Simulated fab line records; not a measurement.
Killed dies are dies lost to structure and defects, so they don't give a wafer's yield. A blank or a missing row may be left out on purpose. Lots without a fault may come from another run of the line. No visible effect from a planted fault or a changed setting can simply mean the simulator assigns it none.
fab line records -- flow sky130
[record] lots = 6, wafers = 18, lastDay = 50
route steps=708 shown PWDE@54 NWELL@56 PAD_OPEN@708
lots that met no fault: taken from a fault-free run of the same line
startH: hours from the record's opening day to when the first of the lot's shown wafers began -- waitH: hours since the lot's step before -- " identical to the entry in the row above -- L1.1+2: several wafers, shown together as one row -- - no value, or no start given -- * or withheld: withheld -- < > ~ a bound
route shown NAME@n: names a module that has steps shown in the file, with the first one's number in the route -- usual: average and standard deviation across the fault-free wafers -- same: alike in all rows -- chamber/n: place in a boat -- sites: the reading at each site -- _std_site: the values' standard deviation -- _edge_site: outer sites' mean less inner sites' -- radiusMm: for every site, how far away it sits from the centre of the wafer -- mask NAME#n: copy n -- behind: the most recent tool/chamber to have shaped the wafer -- hold: cause of the lot's hold/its duration in hours/its outcome -- device: the transistor (n, p or np) that didn't switch -- end of line: the route-end tests of the same wafers -- a step given without rows: its recipe and nothing more -- killed: not the wafer's yield, but the dies lost to structure and defects at the first sort -- map: dies across one wafer; x = killed, . = not, _ = none there
set.NAME: setting as actually run; set.NAME@STEP: the setting as run at that earlier step -- model.NAME: the simulator's own value behind a step, which no gauge read
lots seen at some steps along the route; tables by step, rows by wafer
services: from which hour (startH, from the record's first day; less than 0 if before it) a tool's chamber was out of use, for how many hours, and why
[[steps]]
[step SKY_PWDE_STRIP_09]
[recipe] chemistry = O2/N2, powerW = 1400, pressureMtorr = 1500, platenTempC = withheld, o2FlowSccm = 3000, n2FlowSccm = 300, overashFraction = 0.5
[usual] drypumpMotorCurrentA = 5.7/0.39, oesProductAu = 0.723/0.0044, stripTimeToEndpointS = 36.89/0.12
lot.wafer,tool,chamber,startH,waitH,drypumpMotorCurrentA,oesProductAu,rfHoursCounterH,stripTimeToEndpointS
L563.2,plasmaAsher-02,1,69.72,0.1,5.9,0.720,40,36.83
L563.4,plasmaAsher-02,1,69.72,0.1,5.8,0.713,-,36.96
L563.6,plasmaAsher-02,0,69.72,0.1,6.3,0.719,-,36.98
L567.3,plasmaAsher-02,0,94.81,0.1,6.3,0.722,-,36.89
L567.4,plasmaAsher-02,1,94.81,0.1,5.9,0.721,-,36.92
L567.5,plasmaAsher-02,1,94.81,0.1,5.9,0.721,-,36.88
L581.2,plasmaAsher-02,0,174.41,0.1,6.3,0.716,5,37.08
L581.3,plasmaAsher-02,0,174.41,0.1,6.3,0.723,-,37.19
L581.6,plasmaAsher-02,1,174.41,0.1,5.9,0.724,-,37.10
L582.4,plasmaAsher-03,0,181.45,0.1,5.8,0.723,-,36.87
L582.5,plasmaAsher-03,1,181.45,0.1,5.3,0.722,-,36.89
L582.6,plasmaAsher-03,0,181.45,0.1,5.8,0.723,-,36.98
L583.1,plasmaAsher-03,0,187.07,0.1,5.8,0.718,48,36.73
L583.5,plasmaAsher-03,1,187.07,0.1,5.3,0.723,-,36.82
L583.6,plasmaAsher-03,0,187.07,0.1,5.8,0.729,-,36.77
L584.2,plasmaAsher-03,1,192.27,0.1,5.3,0.721,49,37.02
L584.3,plasmaAsher-03,1,192.27,0.1,5.4,0.715,-,36.77
L584.4,plasmaAsher-03,0,192.27,0.1,5.8,0.728,-,36.81
[step SKY_PWDE_TW_MEAS_10]
[usual] PWDE_TW = 369.0/2.9
lot.wafer,tool,chamber,startH,waitH,PWDE_TW
L563.2,filmMetro-02,-,69.83,0.1,375.6
L563.4,filmMetro-02,-,69.83,0.1,375.5
L563.6,filmMetro-02,-,69.83,0.1,374.8
L567.3,filmMetro-04,-,94.89,0.1,370.0
L567.4,filmMetro-04,-,94.89,0.1,370.2
L567.5,filmMetro-04,-,94.89,0.1,369.9
L581.2,filmMetro-01,-,174.52,0.1,366.6
L581.3,filmMetro-01,-,174.52,0.1,365.6
L581.6,filmMetro-01,-,174.52,0.1,363.1
L582.4,filmMetro-02,-,181.55,0.1,372.4
L582.5,filmMetro-02,-,181.55,0.1,374.6
L582.6,filmMetro-02,-,181.55,0.1,373.2
L583.1,filmMetro-01,-,187.17,0.1,367.4
L583.5,filmMetro-01,-,187.17,0.1,367.9
L583.6,filmMetro-01,-,187.17,0.1,364.3
L584.2,filmMetro-04,-,192.38,0.1,368.0
L584.3,filmMetro-04,-,192.38,0.1,367.6
L584.4,filmMetro-04,-,192.38,0.1,367.4
[step SKY_NWELL_DEHYDRATE_03]
[recipe] tempC = 200, timeS = 60
[step SKY_NWELL_HMDS_04]
[recipe] primeTimeS = 60, primeTempC = 120
[step SKY_NWELL_COAT_05]
[recipe] spinRpm = 2000, resistThkNm = 3000
[step SKY_NWELL_SOFTBAKE_06]
[recipe] tempC = 110, timeS = withheld
[step SKY_NWELL_EXPOSE_07]
[recipe] maskId = NWM, na = 0.6, sourceShape = conventional, sigmaOuter = 0.6, polarization = unpolarized, targetCdNm = 840, doseMj = 255
[step SKY_NWELL_PEB_08]
[recipe] tempC = 115, timeS = withheld
[step SKY_NWELL_DEVELOP_09]
[recipe] wallAngleDeg = 90, developer = TMAH, developTimeS = 60, devTempC = 23
[step SKY_NWELL_OVL_MEAS_10]
[usual] NWELL_00_OVL = -0.8/1.4
lot.wafer,tool,chamber,startH,waitH,NWELL_00_OVL[nm]
L563.2,overlay-02,-,85.44,-,-3.0
L563.4,overlay-02,-,85.44,-,-1.8
L563.6,overlay-02,-,85.44,-,-2.1
L567.3,overlay-02,-,111.78,-,-2.0
L567.4,overlay-02,-,111.78,-,-0.2
L567.5,overlay-02,-,111.78,-,-0.8
L581.2,overlay-02,-,195.49,-,1.4
L581.3,overlay-02,-,195.49,-,3.5
L581.6,overlay-02,-,195.49,-,2.4
L582.4,overlay-02,-,204.04,-,-1.2
L582.5,overlay-02,-,204.04,-,0.5
L582.6,overlay-02,-,204.04,-,-1.7
L583.1,overlay-02,-,209.54,-,-2.7
L583.5,overlay-02,-,209.54,-,-1.1
L583.6,overlay-02,-,209.54,-,-2.5
L584.2,overlay-02,-,215.74,-,-1.0
L584.3,overlay-02,-,215.74,-,-1.6
L584.4,overlay-02,-,215.74,-,-1.4
[step SKY_NWELL_IMPLANT_11]
[recipe] species = P, energyKev = 400, doseCm2 = 1.9e+13, tiltDeg = withheld
[step SKY_NWELL_IMPLANT_12]
[recipe] species = P, energyKev = 120, doseCm2 = 1.3e+12, tiltDeg = withheld
[step SKY_NWELL_IMPLANT_13]
[recipe] species = P, energyKev = 50, doseCm2 = 7e+11, tiltDeg = withheld
[usual] doseIonsCm2 = 6.999e+11/7.7e+08, endStationPressureTorr = 5.04e-06/2.6e-07, faradayCurrentUA = 3.95/0.071
lot.wafer,tool,chamber,startH,waitH,doseIonsCm2,endStationPressureTorr,faradayCurrentUA
L563.2,implanter-02,0,85.79,0.1,6.989e+11,5e-06,4.01
L563.4,implanter-02,0,85.79,0.1,6.994e+11,5.03e-06,3.90
L563.6,implanter-02,0,85.79,0.1,6.991e+11,5.63e-06,4.03
L567.3,implanter-03,0,112.16,0.1,6.984e+11,4.98e-06,3.98
L567.4,implanter-03,0,112.16,0.1,7.008e+11,5.16e-06,3.85
L567.5,implanter-03,0,112.16,0.1,6.995e+11,5.47e-06,3.91
L581.2,implanter-03,0,195.85,0.1,5.127e+11,5.48e-06,2.92
L581.3,implanter-03,0,195.85,0.1,5.132e+11,5e-06,2.92
L581.6,implanter-03,0,195.85,0.1,5.125e+11,5.11e-06,2.85
L582.4,implanter-03,0,204.43,0.1,5.104e+11,5.09e-06,2.87
L582.5,implanter-03,0,204.43,0.1,5.109e+11,5.03e-06,2.83
L582.6,implanter-03,0,204.43,0.1,5.098e+11,5.45e-06,2.83
L583.1,implanter-02,0,209.87,0.1,7.002e+11,5.26e-06,4.01
L583.5,implanter-02,0,209.87,0.1,6.999e+11,4.97e-06,4.01
L583.6,implanter-02,0,209.87,0.1,7.002e+11,5.09e-06,3.98
L584.2,implanter-01,0,216.10,0.1,6.994e+11,4.71e-06,4.02
L584.3,implanter-01,0,216.10,0.1,6.997e+11,4.95e-06,3.86
L584.4,implanter-01,0,216.10,0.1,6.998e+11,4.96e-06,3.98
[step SKY_NWELL_STRIP_14]
[recipe] chemistry = O2/N2, powerW = 1400, pressureMtorr = 1500, platenTempC = withheld, o2FlowSccm = 3000, n2FlowSccm = 300, overashFraction = 0.5
[usual] drypumpMotorCurrentA = 5.7/0.64, oesProductAu = 0.721/0.0041, stripTimeToEndpointS = 36.92/0.11
lot.wafer,tool,chamber,startH,waitH,drypumpMotorCurrentA,oesProductAu,rfHoursCounterH,stripTimeToEndpointS
L563.2,plasmaAsher-01,0,85.92,0.1,5.2,0.719,41,36.99
L563.4,plasmaAsher-01,0,85.92,0.1,5.2,0.720,-,36.89
L563.6,plasmaAsher-01,1,85.92,0.1,5.4,0.709,-,36.87
L567.3,plasmaAsher-01,0,112.29,0.1,5.2,0.720,-,36.72
L567.4,plasmaAsher-01,1,112.29,0.1,5.5,0.719,-,36.71
L567.5,plasmaAsher-01,0,112.29,0.1,5.2,0.714,-,36.79
L581.2,plasmaAsher-04,0,195.97,0.1,6.8,0.713,38,37.08
L581.3,plasmaAsher-04,0,195.97,0.1,6.8,0.724,-,37.09
L581.6,plasmaAsher-04,0,195.97,0.1,6.8,0.722,-,37.12
L582.4,plasmaAsher-03,1,204.54,0.1,5.3,0.719,-,37.02
L582.5,plasmaAsher-03,0,204.54,0.1,5.8,0.724,-,36.96
L582.6,plasmaAsher-03,1,204.54,0.1,5.3,0.719,-,37.07
L583.1,plasmaAsher-01,0,210.02,0.1,5.2,0.721,52,36.97
L583.5,plasmaAsher-01,0,210.02,0.1,5.2,0.723,-,36.93
L583.6,plasmaAsher-01,1,210.02,0.1,5.5,0.722,-,37.00
L584.2,plasmaAsher-03,1,216.22,0.1,5.3,0.718,51,36.89
L584.3,plasmaAsher-03,0,216.22,0.1,5.8,0.729,-,36.82
L584.4,plasmaAsher-03,1,216.22,0.1,5.3,0.719,-,36.97
[step SKY_NWELL_TW_MEAS_15]
[usual] NWELL_TW = 1799/13
lot.wafer,tool,chamber,startH,waitH,NWELL_TW
L563.2,filmMetro-02,-,86.03,0.1,1819
L563.4,filmMetro-02,-,86.03,0.1,1816
L563.6,filmMetro-02,-,86.03,0.1,1817
L567.3,filmMetro-02,-,112.38,0.1,1819
L567.4,filmMetro-02,-,112.38,0.1,1802
L567.5,filmMetro-02,-,112.38,0.1,1808
L581.2,filmMetro-01,-,196.08,0.1,1778
L581.3,filmMetro-01,-,196.08,0.1,1780
L581.6,filmMetro-01,-,196.08,0.1,1788
L582.4,filmMetro-01,-,204.64,0.1,1774
L582.5,filmMetro-01,-,204.64,0.1,1787
L582.6,filmMetro-01,-,204.64,0.1,1781
L583.1,filmMetro-04,-,210.12,0.1,1786
L583.5,filmMetro-04,-,210.12,0.1,1793
L583.6,filmMetro-04,-,210.12,0.1,1793
L584.2,filmMetro-04,-,216.33,0.1,1788
L584.3,filmMetro-04,-,216.33,0.1,1795
L584.4,filmMetro-04,-,216.33,0.1,1774
[step SKY_NWELL_DEHYDRATE_16]
[recipe] tempC = 200, timeS = 60
[step SKY_NWELL_HMDS_17]
[recipe] primeTimeS = 60, primeTempC = 120
[step SKY_NWELL_COAT_18]
[recipe] spinRpm = 2000, resistThkNm = 3000
[step SKY_NWELL_SOFTBAKE_19]
[recipe] tempC = 110, timeS = withheld
[step SKY_NWELL_EXPOSE_20]
[recipe] maskId = NWM_COMPLEMENT, na = 0.6, sourceShape = conventional, sigmaOuter = 0.6, polarization = unpolarized, targetCdNm = 840, doseMj = 260
[step SKY_NWELL_PEB_21]
[recipe] tempC = 115, timeS = withheld
[step SKY_NWELL_DEVELOP_22]
[recipe] wallAngleDeg = 90, developer = TMAH, developTimeS = 60, devTempC = 23
[step SKY_NWELL_OVL_MEAS_23]
[usual] NWELL_01_OVL = -0.1/1.3
lot.wafer,tool,chamber,startH,waitH,NWELL_01_OVL[nm]
L563.2,overlay-01,-,102.23,-,4.1
L563.4,overlay-01,-,102.23,-,1.1
L563.6,overlay-01,-,102.23,-,0.4
L567.3,overlay-01,-,130.64,-,1.0
L567.4,overlay-01,-,130.64,-,0.9
L567.5,overlay-01,-,130.64,-,-0.6
L581.2,overlay-02,-,218.99,-,0.0
L581.3,overlay-02,-,218.99,-,-0.2
L581.6,overlay-02,-,218.99,-,1.0
L582.4,overlay-01,-,228.10,-,0.7
L582.5,overlay-01,-,228.10,-,1.4
L582.6,overlay-01,-,228.10,-,2.0
L583.1,overlay-01,-,232.89,-,-0.3
L583.5,overlay-01,-,232.89,-,1.0
L583.6,overlay-01,-,232.89,-,-0.2
L584.2,overlay-01,-,239.29,-,-1.3
L584.3,overlay-01,-,239.29,-,0.0
L584.4,overlay-01,-,239.29,-,-0.9
[step SKY_NWELL_IMPLANT_24]
[recipe] species = B, energyKev = 140, doseCm2 = 9.2e+12, tiltDeg = withheld
[step SKY_NWELL_STRIP_25]
[recipe] chemistry = O2/N2, powerW = 1400, pressureMtorr = 1500, platenTempC = withheld, o2FlowSccm = 3000, n2FlowSccm = 300, overashFraction = 0.5
[usual] drypumpMotorCurrentA = 5.6/0.47, oesProductAu = 0.723/0.0045, stripTimeToEndpointS = 36.93/0.11
lot.wafer,tool,chamber,startH,waitH,drypumpMotorCurrentA,oesProductAu,rfHoursCounterH,stripTimeToEndpointS
L563.2,plasmaAsher-03,0,102.41,0.1,5.8,0.722,40,36.97
L563.4,plasmaAsher-03,1,102.41,0.1,5.3,0.728,-,36.82
L563.6,plasmaAsher-03,1,102.41,0.1,5.3,0.715,-,36.77
L567.3,plasmaAsher-01,1,130.85,0.1,5.5,0.716,-,36.93
L567.4,plasmaAsher-01,0,130.85,0.1,5.2,0.721,-,37.01
L567.5,plasmaAsher-01,0,130.85,0.1,5.2,0.720,-,37.01
L581.2,plasmaAsher-01,1,219.32,0.2,5.5,0.725,53,36.69
L581.3,plasmaAsher-01,0,219.32,0.2,5.2,0.725,-,36.64
L581.6,plasmaAsher-01,1,219.32,0.2,5.5,0.725,-,36.74
L582.4,plasmaAsher-03,0,228.31,0.1,5.8,0.720,-,36.82
L582.5,plasmaAsher-03,0,228.31,0.1,5.8,0.730,-,36.95
L582.6,plasmaAsher-03,1,228.31,0.1,5.3,0.726,-,36.84
L583.1,plasmaAsher-01,0,233.07,0.1,5.2,0.720,55,37.01
L583.5,plasmaAsher-01,1,233.07,0.1,5.4,0.726,-,36.92
L583.6,plasmaAsher-01,0,233.07,0.1,5.2,0.718,-,37.05
L584.2,plasmaAsher-01,0,239.47,0.1,5.2,0.729,55,36.83
L584.3,plasmaAsher-01,1,239.47,0.1,5.5,0.727,-,37.06
L584.4,plasmaAsher-01,0,239.47,0.1,5.2,0.719,-,36.91
[step SKY_NWELL_TW_MEAS_26]
[usual] NWELL_2_TW = 489/3.1
lot.wafer,tool,chamber,startH,waitH,NWELL_2_TW
L563.2,filmMetro-01,-,102.52,0.1,485
L563.4,filmMetro-01,-,102.52,0.1,487
L563.6,filmMetro-01,-,102.52,0.1,487
L567.3,filmMetro-04,-,130.94,0.1,491
L567.4,filmMetro-04,-,130.94,0.1,493
L567.5,filmMetro-04,-,130.94,0.1,490
L581.2,filmMetro-02,-,219.43,0.1,495
L581.3,filmMetro-02,-,219.43,0.1,493
L581.6,filmMetro-02,-,219.43,0.1,493
L582.4,filmMetro-01,-,228.40,0.1,486
L582.5,filmMetro-01,-,228.40,0.1,488
L582.6,filmMetro-01,-,228.40,0.1,486
L583.1,filmMetro-04,-,233.17,0.1,490
L583.5,filmMetro-04,-,233.17,0.1,490
L583.6,filmMetro-04,-,233.17,0.1,489
L584.2,filmMetro-01,-,239.58,0.1,491
L584.3,filmMetro-01,-,239.58,0.1,487
L584.4,filmMetro-01,-,239.58,0.1,487
[step SKY_NWELL_CLEAN_27]
[recipe] chemistry = SC1/SC2, mix = 1:4:20, tempC = 70, timeS = 150, dry = n2Spin
[step SKY_NWELL_RTA_28]
[recipe] tempC = 1050, timeS = 30, idleTempC = 650, rampUpCPerS = 150, rampDownCPerS = 90, ambient = N2
[usual] annealTempCMax = 1055.1/1.9, lampPowerPct = 25.30/0.055, wafer_temp_C_max = 1054.9/0.97
lot.wafer,tool,chamber,startH,waitH,annealTempCMax,lampPowerPct,wafer_temp_C_max
L563.2,rtpAnneal-02,0,102.64,0.0,1056.4,25.26,1054.0
L563.4,rtpAnneal-02,0,102.64,0.0,1058.9,25.27,1054.6
L563.6,rtpAnneal-02,0,102.64,0.0,1057.7,25.29,1055.5
L567.3,rtpAnneal-02,0,131.06,0.0,1056.8,25.31,1054.3
L567.4,rtpAnneal-02,0,131.06,0.0,1057.6,25.19,1054.3
L567.5,rtpAnneal-02,0,131.06,0.0,1056.1,25.27,1054.3
L581.2,rtpAnneal-01,0,219.54,0.0,1052.6,25.28,1053.8
L581.3,rtpAnneal-01,0,219.54,0.0,1052.8,25.28,1056.2
L581.6,rtpAnneal-01,0,219.54,0.0,1054.1,25.28,1054.9
L582.4,rtpAnneal-02,0,228.53,0.1,1056.2,25.26,1056.1
L582.5,rtpAnneal-02,0,228.53,0.1,1057.9,25.32,1057.1
L582.6,rtpAnneal-02,0,228.53,0.1,1055.6,25.29,1054.9
L583.1,rtpAnneal-01,0,233.28,0.0,1054.3,25.28,1055.3
L583.5,rtpAnneal-01,0,233.28,0.0,1053.5,25.23,1053.5
L583.6,rtpAnneal-01,0,233.28,0.0,1053.1,25.14,1053.8
L584.2,rtpAnneal-02,0,239.70,0.0,1057.7,25.27,1056.2
L584.3,rtpAnneal-02,0,239.70,0.0,1055.8,25.35,1056.5
L584.4,rtpAnneal-02,0,239.70,0.0,1057.3,25.27,1054.5
[step SKY_NWELL_RS_MEAS_29]
[recipe] thkMeasGauge = four-point-probe
[usual] NWELL_RS = 624.0/1.5
lot.wafer,tool,chamber,startH,waitH,hold,NWELL_RS[ohm/sq]
L563.2,filmMetro-02,-,102.74,0.1,-,623.6
L563.4,filmMetro-02,-,102.74,0.1,-,624.8
L563.6,filmMetro-02,-,102.74,0.1,-,623.4
L567.3,filmMetro-04,-,131.17,0.1,-,622.3
L567.4,filmMetro-04,-,131.17,0.1,-,625.8
L567.5,filmMetro-04,-,131.17,0.1,-,625.3
L581.2,filmMetro-01,-,219.65,0.1,awaitDispo/0.2h/release,628.7
L581.3,filmMetro-01,-,219.65,0.1,awaitDispo/0.2h/release,629.0
L581.6,filmMetro-01,-,219.65,0.1,awaitDispo/0.2h/release,629.5
L581.2,filmMetro-01,-,220.01,0.3,-,628.4
L581.3,filmMetro-01,-,220.01,0.3,-,630.2
L581.6,filmMetro-01,-,220.01,0.3,-,628.9
L582.4,filmMetro-02,-,228.64,0.1,awaitDispo/0.2h/release,630.2
L582.5,filmMetro-02,-,228.64,0.1,awaitDispo/0.2h/release,629.3
L582.6,filmMetro-02,-,228.64,0.1,awaitDispo/0.2h/release,630.9
L582.4,filmMetro-02,-,229.00,0.3,-,630.0
L582.5,filmMetro-02,-,229.00,0.3,-,629.0
L582.6,filmMetro-02,-,229.00,0.3,-,630.6
L583.1,filmMetro-01,-,233.38,0.1,-,625.2
L583.5,filmMetro-01,-,233.38,0.1,-,624.7
L583.6,filmMetro-01,-,233.38,0.1,-,624.3
L584.2,filmMetro-01,-,239.80,0.1,-,625.6
L584.3,filmMetro-01,-,239.80,0.1,-,626.0
L584.4,filmMetro-01,-,239.80,0.1,-,625.5
[step SKY_PAD_OPEN_PROBE_99]
[usual] killed_at_M0_to_M3 = 43/6.6, killed_at_M4_up = 3.2/1.9, killedAtContacts = 25/5.3, killedAtFrontEnd = 16/4.5, killedAtOther = 0.3/0.63, killedDies = 87/8.9, killedOpen = 48/7.9, killedShort = 39/5.3
[same] grossDies = 492, killedAtBackSide = 0
lot.wafer,tool,chamber,startH,waitH,killed_at_M0_to_M3,killed_at_M4_up,killedAtContacts,killedAtFrontEnd,killedAtOther,killedDies,killedOpen,killedShort,model.etest.pfetG5v0d10v5.rOnOhmUm,model.etest.pfetG5v0d10v5.driveUaUm,model.etest.pfet_01v8_lvt.driveUaUm,model.etest.pfetG5v0d10v5.offLog10AUm,model.etest.pfet_01v8_lvt.offLog10AUm,model.etest.pfetG5v0d10v5.vtSatV,model.etest.pfet_16v.vtV,model.etest.pfetG5v0d10v5.vtV
L563.2,prober-02,-,1077.09,0.1,43,3,27,12,3,88,49,36,4724,344.6,174.5,-12.43,-8.88,-0.6125,-1.088,-0.8157
L563.4,prober-02,-,1077.19,0.2,40,4,23,23,0,90,50,39,4799,336.1,171.8,-12.54,-9.206,-0.6234,-1.092,-0.8219
L563.6,prober-02,-,1077.29,0.2,29,3,28,22,1,83,45,36,4717,342.1,172.2,-12.48,-9.139,-0.6394,-1.096,-0.842
L567.3,prober-02,-,1107.49,0.2,48,3,28,11,0,90,56,34,4742,343.9,174.4,-12.81,-8.946,-0.6531,-1.126,-0.8388
L567.4,prober-02,-,1107.54,0.2,58,4,30,10,0,102,60,42,4696,343.2,173.8,-12.69,-8.84,-0.6315,-1.118,-0.8189
L567.5,prober-02,-,1107.59,0.2,52,1,20,12,0,85,49,36,4747,337.8,175.9,-12.92,-9.076,-0.6845,-1.117,-0.8632
L581.2,prober-02,-,1180.03,0.1,45,2,23,14,0,84,56,28,4639,359.1,177.7,-11.55,-8.099,-0.5317,-1.017,-0.7424
L581.3,prober-02,-,1180.08,0.2,47,1,27,18,0,93,45,48,4691,357.3,179.9,-11.4,-8.136,-0.5447,-1.008,-0.7547
L581.6,prober-02,-,1180.23,0.2,32,1,27,16,0,76,37,38,4670,353.8,178.6,-11.56,-8.112,-0.5436,-1.016,-0.7518
L582.4,prober-01,-,1183.85,0.2,29,8,26,6,0,69,36,33,4588,353,183.7,-11.48,-8.117,-0.5581,-1.003,-0.7758
L582.5,prober-01,-,1183.90,0.2,51,8,36,7,0,102,62,40,4554,358.4,186.1,-11.35,-8.099,-0.5256,-0.9916,-0.7435
L582.6,prober-01,-,1183.95,0.2,38,3,25,18,0,84,49,35,4593,355.9,185.8,-11.34,-7.902,-0.5282,-0.997,-0.7487
L583.1,prober-02,-,1189.36,0.1,45,3,27,9,0,84,56,28,4786,338.1,172,-12.96,-8.706,-0.6923,-1.115,-0.8756
L583.5,prober-02,-,1189.56,0.2,49,1,30,23,1,104,62,42,4781,339.6,176.7,-12.63,-8.755,-0.6413,-1.114,-0.8332
L583.6,prober-02,-,1189.61,0.2,46,1,17,24,1,89,54,35,4754,340.6,175,-12.58,-8.765,-0.6462,-1.118,-0.835
L584.2,prober-01,-,1193.05,0.1,45,6,28,18,0,97,44,52,4853,331.7,172.1,-12.65,-8.846,-0.643,-1.099,-0.8415
L584.3,prober-01,-,1193.10,0.2,41,2,29,20,0,92,52,40,4762,340,171.1,-12.52,-8.898,-0.6358,-1.099,-0.8342
L584.4,prober-01,-,1193.15,0.2,36,4,38,23,0,101,52,49,4737,341.6,174.7,-12.39,-8.755,-0.6188,-1.091,-0.8193
// killed by level:class
L563.2 CONTACT:geometricParticle:open=11 LI_CONTACT:geometricParticle:open=9 VIA1:geometricParticle:open=9 METAL2:geometricParticle:short=7 METAL1:geometricParticle:short=6 VIA3:geometricParticle:open=6 LOCAL_INTERCONNECT:geometricParticle:short=5 FIELD_ISO:geometricParticle:short=3
L563.4 VIA1:geometricParticle:open=11 METAL1:geometricParticle:short=9 FIELD_ISO:geometricParticle:open=7 CONTACT:geometricParticle:open=7 LI_CONTACT:geometricParticle:open=6 FIELD_ISO:geometricParticle:short=5 POLY_GATE:geometricParticle:open=5 VIA3:geometricParticle:open=5
L563.6 POLY_GATE:geometricParticle:open=10 LI_CONTACT:geometricParticle:open=8 CONTACT:geometricParticle:open=7 LOCAL_INTERCONNECT:geometricParticle:short=6 VIA1:geometricParticle:open=6 VIA3:geometricParticle:open=5 POLY_GATE:geometricParticle:short=4 METAL2:geometricParticle:short=4
L567.3 CONTACT:geometricParticle:open=13 VIA1:geometricParticle:open=12 VIA3:geometricParticle:open=10 LI_CONTACT:geometricParticle:open=9 METAL2:geometricParticle:short=6 VIA2:geometricParticle:open=5 VIA1:geometricParticle:short=5 FIELD_ISO:geometricParticle:short=3
L567.4 VIA1:geometricParticle:open=13 VIA2:geometricParticle:open=10 VIA3:geometricParticle:open=10 LI_CONTACT:geometricParticle:open=9 CONTACT:geometricParticle:open=9 VIA2:geometricParticle:short=7 METAL1:geometricParticle:short=6 VIA1:geometricParticle:short=5
L567.5 VIA1:geometricParticle:open=15 VIA2:geometricParticle:open=7 LI_CONTACT:geometricParticle:open=6 VIA3:geometricParticle:open=6 LI_CONTACT:geometricParticle:short=5 CONTACT:geometricParticle:open=5 VIA1:geometricParticle:short=5 POLY_GATE:geometricParticle:short=4
L581.2 VIA1:geometricParticle:open=17 CONTACT:geometricParticle:open=10 VIA2:geometricParticle:open=8 LI_CONTACT:geometricParticle:open=6 METAL1:geometricParticle:short=5 VIA3:geometricParticle:open=5 POLY_GATE:geometricParticle:short=4 LOCAL_INTERCONNECT:geometricParticle:short=3
L581.3 VIA1:geometricParticle:open=12 VIA1:geometricParticle:short=8 CONTACT:geometricParticle:open=8 LI_CONTACT:geometricParticle:open=7 POLY_GATE:geometricParticle:short=7 METAL2:geometricParticle:short=6 LOCAL_INTERCONNECT:geometricParticle:short=5 METAL1:geometricParticle:short=5
L581.6 LI_CONTACT:geometricParticle:open=11 VIA3:geometricParticle:open=9 FIELD_ISO:geometricParticle:short=6 LOCAL_INTERCONNECT:geometricParticle:short=6 METAL2:geometricParticle:short=5 VIA1:geometricParticle:short=5 FIELD_ISO:geometricParticle:open=4 CONTACT:geometricParticle:open=4
L582.4 VIA1:geometricParticle:open=9 CONTACT:geometricParticle:open=7 LI_CONTACT:geometricParticle:open=6 LOCAL_INTERCONNECT:geometricParticle:short=5 METAL2:geometricParticle:short=5 METAL4:geometricParticle:short=5 CONTACT:geometricParticle:short=4 METAL1:geometricParticle:short=3
L582.5 LI_CONTACT:geometricParticle:open=19 VIA1:geometricParticle:open=11 VIA2:geometricParticle:open=10 METAL2:geometricParticle:short=8 CONTACT:geometricParticle:open=7 METAL1:geometricParticle:short=6 METAL4:geometricParticle:short=5 CONTACT:geometricParticle:short=4
L582.6 CONTACT:geometricParticle:open=14 VIA1:geometricParticle:open=10 METAL1:geometricParticle:short=7 VIA2:geometricParticle:open=6 FIELD_ISO:geometricParticle:short=5 METAL2:geometricParticle:short=5 LI_CONTACT:geometricParticle:open=4 FIELD_ISO:geometricParticle:open=3
L583.1 VIA1:geometricParticle:open=13 CONTACT:geometricParticle:open=10 VIA3:geometricParticle:open=8 LI_CONTACT:geometricParticle:open=7 VIA2:geometricParticle:open=6 FIELD_ISO:geometricParticle:open=5 CONTACT:geometricParticle:short=4 METAL1:geometricParticle:short=4
L583.5 LI_CONTACT:geometricParticle:open=12 VIA1:geometricParticle:open=12 VIA2:geometricParticle:open=9 POLY_GATE:geometricParticle:short=8 CONTACT:geometricParticle:open=7 POLY_GATE:geometricParticle:open=5 METAL1:geometricParticle:short=5 VIA1:geometricParticle:short=5
L583.6 VIA1:geometricParticle:open=14 FIELD_ISO:geometricParticle:open=10 VIA1:geometricParticle:short=7 METAL1:geometricParticle:short=7 POLY_GATE:geometricParticle:open=5 LI_CONTACT:geometricParticle:open=5 VIA3:geometricParticle:open=5 LOCAL_INTERCONNECT:geometricParticle:short=4
L584.2 CONTACT:geometricParticle:open=14 METAL2:geometricParticle:short=8 METAL1:geometricParticle:short=7 CONTACT:geometricParticle:short=7 POLY_GATE:geometricParticle:short=5 VIA2:geometricParticle:short=5 VIA1:geometricParticle:open=5 VIA3:geometricParticle:open=5
L584.3 CONTACT:geometricParticle:open=16 VIA1:geometricParticle:open=11 CONTACT:geometricParticle:short=7 FIELD_ISO:geometricParticle:open=5 FIELD_ISO:geometricParticle:short=5 VIA1:geometricParticle:short=5 VIA2:geometricParticle:open=5 LI_CONTACT:geometricParticle:open=4
L584.4 LI_CONTACT:geometricParticle:open=14 CONTACT:geometricParticle:open=11 METAL2:geometricParticle:short=10 FIELD_ISO:geometricParticle:open=6 VIA1:geometricParticle:short=6 POLY_GATE:geometricParticle:short=5 CONTACT:geometricParticle:short=5 VIA1:geometricParticle:open=5
[[services]]
tool,chamber,startH,hours,kind
implanter-02,-,50.63,4.4,pm
implanter-01,-,53.65,6.5,pm
rtpAnneal-01,-,55.01,3.4,pm
implanter-02,-,66.49,4.9,repair
plasmaAsher-04,-,69.01,2.2,repair
implanter-03,-,88.95,2.8,pm
plasmaAsher-02,-,108.75,9.0,pm
plasmaAsher-02,0,108.75,9.0,ventCycle
plasmaAsher-02,1,108.75,9.0,ventCycle
plasmaAsher-02,0,117.75,-,clean
plasmaAsher-02,1,117.75,-,clean
rtpAnneal-02,-,157.88,5.9,pm
plasmaAsher-01,-,174.19,0.6,repair
plasmaAsher-01,-,181.33,2.8,repair
implanter-01,-,201.98,3.2,repair
implanter-02,-,223.18,4.6,repair
[[key]]
[firstSign] step = SKY_NWELL_IMPLANT_13, reading = doseIonsCm2, direction = down, sigmas = 99+, usual = *, struck = *
[effect] step = SKY_NWELL_IMPLANT_13, reading = faradayCurrentUA, direction = down, sigmas = 15, usual = 3.95, struck = 2.87
[effect] step = SKY_NWELL_RS_MEAS_29, reading = visit, direction = added
[modelEffect] step = SKY_PAD_OPEN_PROBE_99, value = etest.pfetG5v0d10v5.rOnOhmUm, without = 4732, struck = 4623
metAt SKY_NWELL_IMPLANT_13
struckWafers L581.2,L581.3,L581.6,L582.4,L582.5,L582.6
testerLeftOut L581,L582
onsetBetween 112.16 195.85
[fault] kind = processParameterDrift, tool = implanter-03, chamber = -, onsetH = 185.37, steps = SKY_NWELL_IMPLANT_13, channel = doseCm2, offset = *, shape = step, endH = 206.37, actsIn = *, stated = *
// testerLeftOut: of these lots the tester's yield and bins aren't shown, on N5 and GAA mostly nor the transistor test; their killed dies are dies lost to structure and defects alone, not to doping, threshold or leakage, so they don't give the yield
